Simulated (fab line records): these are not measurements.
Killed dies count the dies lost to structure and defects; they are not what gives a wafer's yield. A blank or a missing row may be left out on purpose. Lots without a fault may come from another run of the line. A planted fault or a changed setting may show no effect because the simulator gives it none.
The tool behind it: which one?    flow gf180mcu    Sampling: 13 lots, 39 wafers, 3 of 602 route steps

## WHAT EACH GAUGE READ, for each wafer
GF_V4_RS_MEAS_24: measures by four-point-probe.
lot   measured      on             V4_W_RS (ohm/sq)
L656  day 24 23:04  film metro-01  0.331 0.329 0.328
L657  day 25 06:15  film metro-04  0.325 0.330 0.332
L658  day 25 14:07  film metro-01  0.316 0.318 0.320
L659  day 25 19:41  film metro-02  0.323 0.325 0.319
L660  day 26 07:22  film metro-04  0.328 0.324 0.323
L661  day 26 14:10  film metro-02  0.332 0.331 0.331
L662  day 27 02:38  film metro-02  0.331 0.335 0.331
L664  day 27 07:03  film metro-02  0.329 0.321 0.326
L665  day 27 22:29  film metro-01  0.325 0.326 0.325
L668  day 28 20:36  film metro-02  0.329 0.329 0.328
L669  day 29 04:34  film metro-04  0.222 0.218 0.221 0.222 0.217 0.221
L670  day 29 08:55  film metro-04  0.223 0.222 0.221 0.224 0.222 0.221
L674  day 30 14:51  film metro-02  0.327 0.327 0.330

## EACH LOT AND THE TOOL THAT RAN IT (in order: tool; ch and the chambers of the sampled wafers; start)
lot   GF_M4_STRIP_17                        GF_V4_CVD_23
L656  plasma asher-01 ch 0, day 23 22:53    cvd w-01 ch 1, day 24 22:58
L657  plasma asher-01 ch 0, day 24 05:55    cvd w-01 ch 0,1, day 25 06:07
L658  plasma asher-04 ch 0,1, day 24 14:25  cvd w-01 ch 0, day 25 13:58
L659  plasma asher-01 ch 0,1, day 24 20:46  cvd w-01 ch 0,1, day 25 19:34
L660  plasma asher-02 ch 0,1, day 25 07:37  cvd w-01 ch 0,1, day 26 07:16
L661  plasma asher-01 ch 0,1, day 25 15:21  cvd w-02 ch 0,1, day 26 14:04
L662  plasma asher-04 ch 0,1, day 26 04:20  cvd w-02 ch 0,1, day 27 02:31
L664  plasma asher-04 ch 0,1, day 26 07:55  cvd w-02 ch 0, day 27 06:55
L665  plasma asher-04 ch 0,1, day 26 23:52  cvd w-02 ch 0,1, day 27 22:23
L668  plasma asher-04 ch 0,1, day 27 22:25  cvd w-01 ch 0,1, day 28 20:28
L669  plasma asher-01 ch 0,1, day 28 06:09  cvd w-01 ch 0,1, day 29 04:28
L670  plasma asher-04 ch 0,1, day 28 11:11  cvd w-01 ch 0,1, day 29 08:48
L674  plasma asher-02 ch 0,1, day 29 18:21  cvd w-02 ch 0,1, day 30 14:43
- GF_M4_STRIP_17: strips in O2/N2.
- GF_V4_CVD_23: deposits W, target thk 350 nm, time 104.9 s.

## WHAT THE TOOLS THEMSELVES READ (means of the sampled wafers that have a number; where no wafer has one, the mark that the record gives instead)
GF_M4_STRIP_17.
lot   tool             drypump motor current A (A)  heater power w (W)  oes product au (a.u.)  strip time to endpoint s (s)
L656  plasma asher-01  6.2                          280                 0.559                  7.95
L657  plasma asher-01  6.2                          284                 0.556                  7.89
L658  plasma asher-04  5.4                          324                 0.564                  7.99
L659  plasma asher-01  6.1                          288                 0.556                  7.97
L660  plasma asher-02  5.8                          308                 0.564                  7.94
L661  plasma asher-01  6.1                          292                 0.565                  7.94
L662  plasma asher-04  5.3                          314                 0.560                  7.92
L664  plasma asher-04  5.4                          319                 0.557                  7.88
L665  plasma asher-04  5.3                          315                 0.557                  7.87
L668  plasma asher-04  5.5                          325                 0.559                  7.92
L669  plasma asher-01  6.1                          291                 0.556                  7.86
L670  plasma asher-04  5.4                          326                 0.551                  7.84
L674  plasma asher-02  6.1                          296                 0.552                  7.83

GF_V4_CVD_23.
lot   tool      heater power outer w (W)  heater power w (W)
L656  cvd w-01  454                       763
L657  cvd w-01  465                       778
L658  cvd w-01  499                       778
L659  cvd w-01  482                       777
L660  cvd w-01  468                       772
L661  cvd w-02  565                       937
L662  cvd w-02  502                       829
L664  cvd w-02  625                       1002
L665  cvd w-02  558                       931
L668  cvd w-01  471                       777
L669  cvd w-01  462                       792
L670  cvd w-01  471                       783
L674  cvd w-02  498                       845

## THE ANSWER, worked out from the rows above alone
Rule: the lots themselves supply what counts as usual. Put in order of their means at a reading, lots are off if they are a third of the lots or fewer, leave a main group of 4 or more, and stand apart from it by a gap of 3 or more times the standard deviation of the main group's means; of several such gaps the widest counts. A main group is skipped when, at the precision printed for the reading in the tables above, its means are all equal. Also off: a lot with no number at a reading for which 4 or more lots have one. The other lots that the step has rows for count as sound. After the gauges, taken in route order, come the tools' own readings; for these a lot's mean is taken, as printed above. The first step at which some lot is off is used, and at that step the reading that is off furthest; a lot without a number counts as furthest.
Off: L669, L670, at GF_V4_RS_MEAS_24 (V4_W_RS). Mean 0.327 ohm/sq and standard deviation 0.004 in the main group.
A tool fits if, at a process step before that reading, it ran every lot that is off, and no sound lot after the first of them. Those tools and the gauges at GF_V4_RS_MEAS_24 are tried in the same way. This does not decide it: 2 tools fit, namely cvd w-01 at GF_V4_CVD_23 and film metro-04 at GF_V4_RS_MEAS_24.

## WHAT THE SIMULATOR HAD PUT IN
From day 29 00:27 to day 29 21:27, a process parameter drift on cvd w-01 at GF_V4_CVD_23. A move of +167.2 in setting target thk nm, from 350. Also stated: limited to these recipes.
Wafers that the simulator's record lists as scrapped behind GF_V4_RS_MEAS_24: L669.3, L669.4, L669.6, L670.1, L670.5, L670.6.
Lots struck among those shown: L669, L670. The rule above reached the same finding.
